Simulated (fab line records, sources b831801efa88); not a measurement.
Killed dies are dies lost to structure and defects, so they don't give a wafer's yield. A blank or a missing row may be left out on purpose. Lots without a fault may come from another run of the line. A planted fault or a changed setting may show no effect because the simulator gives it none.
Which tool did it? | flow sky130 | 13 lots, 39 wafers sampled, at 4 steps of a route of 708

WHAT THE GAUGES READ, wafer by wafer
SKY_VT_ADJUST_HVTR_TW_MEAS_11.
lot  | measured     | on            | VT_ADJUST_HVTR_TW
L270 | day 9 13:41  | film_metro-03 | 211.6 209.2 210.8
L271 | day 9 21:05  | film_metro-02 | 214.7 213.7 215.8
L276 | day 12 09:08 | film_metro-04 | 213.0 212.2 212.9
L277 | day 12 13:46 | film_metro-03 | 210.4 208.9 209.4
L279 | day 12 16:10 | film_metro-04 | 212.6 212.6 213.6
L281 | day 13 06:47 | film_metro-02 | 212.0 211.5 211.5
L280 | day 13 08:31 | film_metro-04 | 212.7 211.6 213.4
L282 | day 13 14:44 | film_metro-02 | 211.8 211.6 211.9
L284 | day 14 07:34 | film_metro-02 | 213.3 211.9 211.8
L289 | day 15 19:05 | film_metro-02 | 214.2 213.4 212.7
L290 | day 16 02:14 | film_metro-04 | 214.5 214.1 213.8
L291 | day 16 06:35 | film_metro-03 | 210.3 211.3 211.0
L292 | day 16 11:22 | film_metro-04 | 213.7 214.1 213.4

SKY_SONOS_ONO_THK_MEAS_03.
lot  | measured     | on            | SONOS_ONO_CVD_02_THK (nm)
L270 | day 11 14:37 | film_metro-03 | 10.64 10.48 10.57
L271 | day 12 00:00 | film_metro-03 | 10.24 10.43 10.34
L276 | day 14 17:32 | film_metro-04 | 10.53 10.64 10.62
L277 | day 14 21:29 | film_metro-01 | 10.41 10.45 10.66
L279 | day 15 00:20 | film_metro-04 | 10.53 10.62 10.68
L281 | day 15 18:05 | film_metro-04 | 10.37 10.31 10.24
L284 | day 16 15:47 | film_metro-01 | 10.45 10.46 10.53
L289 | day 18 08:13 | film_metro-03 | 10.34 10.40 10.40
L290 | day 18 15:19 | film_metro-03 | 10.30 10.44 10.26
L291 | day 18 20:43 | film_metro-04 | 10.44 10.55 10.53
L292 | day 19 03:28 | film_metro-04 | 10.52 10.39 10.55

WHICH TOOL RAN EACH LOT (tool, then ch and the chambers of the sampled wafers, then the start)
lot  | SKY_VT_ADJUST_LVTN_STRIP_20          | SKY_SONOS_TUNNEL_STRIP_11
L270 | plasma_asher-02 ch 0,1, day 7 19:22  | wet_bench-01 ch 0, day 11 10:54
L271 | plasma_asher-02 ch 0,1, day 8 00:56  | wet_bench-02 ch 3, day 11 18:58
L276 | plasma_asher-02 ch 0,1, day 10 10:12 | wet_bench-02 ch 1, day 14 13:01
L277 | plasma_asher-04 ch 0,1, day 10 14:53 | wet_bench-03 ch 0, day 14 16:55
L279 | plasma_asher-04 ch 0,1, day 10 17:02 | wet_bench-03 ch 0, day 14 19:59
L281 | plasma_asher-04 ch 0,1, day 11 06:14 | wet_bench-01 ch 3, day 15 11:46
L280 | plasma_asher-03 ch 0,1, day 11 07:26 | wet_bench-03 ch 1, day 15 14:14
L282 | plasma_asher-03 ch 0,1, day 11 13:43 | wet_bench-03 ch 0, day 15 19:28
L284 | plasma_asher-04 ch 0,1, day 12 04:41 | wet_bench-03 ch 3, day 16 13:05
L289 | plasma_asher-03 ch 0,1, day 13 13:55 | wet_bench-02 ch 3, day 18 03:00
L290 | plasma_asher-02 ch 0,1, day 13 20:32 | wet_bench-01 ch 3, day 18 11:45
L291 | plasma_asher-02 ch 0,1, day 14 00:18 | wet_bench-03 ch 1, day 18 16:06
L292 | plasma_asher-02 ch 0,1, day 14 05:50 | wet_bench-02 ch 2, day 18 22:13
- SKY_VT_ADJUST_LVTN_STRIP_20: strips in O2/N2.
- SKY_SONOS_TUNNEL_STRIP_11: strips in SPM, time 600 s.

WHAT THE TOOLS THEMSELVES READ (means of the sampled wafers that have a number; where no wafer has one, the mark that the record gives instead)
SKY_VT_ADJUST_LVTN_STRIP_20.
lot  | tool            | chamber_pressure_mTorr (mTorr) | drypump_motor_current_A (A) | n2_flow_sccm (sccm) | oes_product_au (a.u.) | strip_time_to_endpoint_s (s)
L270 | plasma_asher-02 | 1500.3                         | 6.2                         | 299.9               | 0.714                 | 14.18
L271 | plasma_asher-02 | 1500.4                         | 6.0                         | 300.8               | 0.716                 | 14.16
L276 | plasma_asher-02 | 1500.6                         | 6.2                         | 300.0               | 0.720                 | 14.22
L277 | plasma_asher-04 | 1501.4                         | 5.4                         | 300.2               | 0.717                 | 14.23
L279 | plasma_asher-04 | 1502.6                         | 5.5                         | 299.0               | 0.720                 | 14.16
L281 | plasma_asher-04 | 1499.4                         | 5.5                         | 300.7               | 0.713                 | 14.29
L280 | plasma_asher-03 | 1498.9                         | 4.9                         | 300.1               | 0.712                 | 14.17
L282 | plasma_asher-03 | 1500.1                         | 4.9                         | 299.5               | 0.713                 | 14.27
L284 | plasma_asher-04 | 1499.9                         | 5.4                         | 301.8               | 0.715                 | 14.24
L289 | plasma_asher-03 | 1500.6                         | 4.9                         | 300.6               | 0.710                 | 14.24
L290 | plasma_asher-02 | 1500.5                         | 6.2                         | 298.8               | 0.717                 | 14.26
L291 | plasma_asher-02 | 1500.1                         | 6.2                         | 301.3               | 0.712                 | 14.22
L292 | plasma_asher-02 | 1499.1                         | 6.1                         | 299.9               | 0.714                 | 14.20

SKY_SONOS_TUNNEL_STRIP_11.
lot  | tool         | bath_guard_temp_C (C) | bath_heat_duty_pct (%)
L270 | wet_bench-01 | 128.3                 | 16.0
L271 | wet_bench-02 | 129.7                 | 14.2
L276 | wet_bench-02 | 130.7                 | 15.5
L277 | wet_bench-03 | 129.4                 | 17.1
L279 | wet_bench-03 | 129.5                 | 17.1
L281 | wet_bench-01 | 130.2                 | 16.2
L280 | wet_bench-03 | -                     | -
L282 | wet_bench-03 | -                     | -
L284 | wet_bench-03 | 131.1                 | 13.6
L289 | wet_bench-02 | 129.6                 | 13.6
L290 | wet_bench-01 | 129.9                 | 16.4
L291 | wet_bench-03 | 129.4                 | 13.8
L292 | wet_bench-02 | 130.3                 | 13.9

THE ANSWER, worked out from the rows above alone
Rule: what is usual is taken from the lots themselves. Put in order of their means at a reading, lots are off if they are a third of the lots or fewer, leave a main group of 4 or more, and stand apart from it by a gap of 3 or more times the standard deviation of the main group's means; of several such gaps the widest counts. A main group whose means are all the same, to the digits that the tables above print for the reading, isn't used. A lot without any number at a reading at which 4 lots or more have one is off too. The other lots that the step has rows for count as sound. The gauges are gone through in route order, then the tools' own readings, and for those a lot's mean is taken as printed above. The first step at which some lot is off is used, and at that step the reading that is off furthest; a lot without a number counts as furthest.
Off: L280, L282, at SKY_SONOS_TUNNEL_STRIP_11 (bath_guard_temp_C). Without a number there: L280, L282. The main group: mean 129.8 C, standard deviation 0.71.
A tool fits if, at that step or a process step before it, it ran every lot that is off, and no sound lot after the first of them. None of those tried fits.

WHAT THE SIMULATOR HAD PUT IN
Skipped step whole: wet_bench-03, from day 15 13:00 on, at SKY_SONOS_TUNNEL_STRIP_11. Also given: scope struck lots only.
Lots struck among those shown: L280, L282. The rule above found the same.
